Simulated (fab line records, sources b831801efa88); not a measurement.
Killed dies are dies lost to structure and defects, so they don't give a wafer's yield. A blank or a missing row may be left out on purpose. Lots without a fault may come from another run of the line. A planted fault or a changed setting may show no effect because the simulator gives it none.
One fault seen from 2 desks | flow sky130 | each desk has only its own numbers; what lay behind them comes last

THE METROLOGY DESK
What the gauges read, lot by lot, whatever tool the lot ran on: means of the sampled wafers that have a number. A lot is out of limits, marked OUT, if its mean lies more than 4 standard deviations from the usual mean; the brackets give that distance.
Columns: A = POLY_GATE_TW at SKY_RES_PROTECT_TW_MEAS_08, usual 4071; B = POLY_GATE_OXIDATION_THK at SKY_POLY_GATE_THK_MEAS_21, usual 4.01 nm; C = cd_nm at SKY_SD_P_CD_MEAS_07, usual 379.2 nm
lot  | first seen here | A    | B    | C
L468 | day 14 22:01    | 4065 | 3.93 | 380.8
L469 | day 15 22:40    | 4054 | 3.85 | 381.7
L470 | day 16 00:37    | 4067 | 3.98 | 377.1
L472 | day 16 19:19    | 4068 | 4.14 | 376.1
L474 | day 17 08:43    | 4039 | 4.04 | 383.8
L475 | day 17 14:23    | 4117 | 4.04 | 379.1
L476 | day 18 10:39    | 4060 | 4.01 | 379.6
L482 | day 20 08:40    | 4098 | 4.10 | 266.3 (-49) OUT
L485 | day 21 10:07    | 4072 | 3.99 | 286.9 (-40) OUT
L487 | day 22 12:22    | 4037 | 3.91 | 379.8
L488 | day 23 07:04    | 4103 | 3.96 | 375.7
L490 | day 23 18:01    | 4088 | 4.01 | 383.0
This desk's finding: out of limits on L482, L485; first on L482, day 30 07:07 (cd_nm at SKY_SD_P_CD_MEAS_07). In limits: L468, L469, L470, L472, L474, L475, L476, L487, L488, L490.

THE TOOL OWNER'S DESK: litho_track-01
The tool's own readings at SKY_SD_P_DEVELOP_06 (develop time 60 s): means of the sampled wafers that have a number, for each lot that ran on this tool. A lot is out of limits, marked OUT, if its mean lies more than 4 standard deviations from the usual mean; the brackets give that distance.
Columns: A = developer_temp_C at SKY_SD_P_DEVELOP_06, usual 23.00 C
lot  | first seen here | A
L468 | day 25 04:33    | 23.14
L469 | day 26 04:01    | 22.95
L470 | day 26 06:30    | 22.88
L474 | day 27 20:33    | 23.05
L475 | day 28 00:01    | 22.95
L482 | day 30 06:58    | 23.15
L485 | day 31 04:18    | 22.88
This desk's finding: nothing out of limits on any of the 7 lots.

PUT TOGETHER
The metrology desk could have raised an alarm at day 30 07:07, on L482, L485.
The tool owner's desk saw nothing out of limits.
The tool owner's desk has L482, L485 on record, within its limits.
Of the lots named, all ran SKY_SD_P_DEVELOP_06 on litho_track-01.

WHAT THE SIMULATOR HAD PUT IN
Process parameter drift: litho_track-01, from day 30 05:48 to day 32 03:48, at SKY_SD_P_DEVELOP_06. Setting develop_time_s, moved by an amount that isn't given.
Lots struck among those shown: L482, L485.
Hours from the fault's start to each desk's first reading out of limits: the metrology desk, 1.
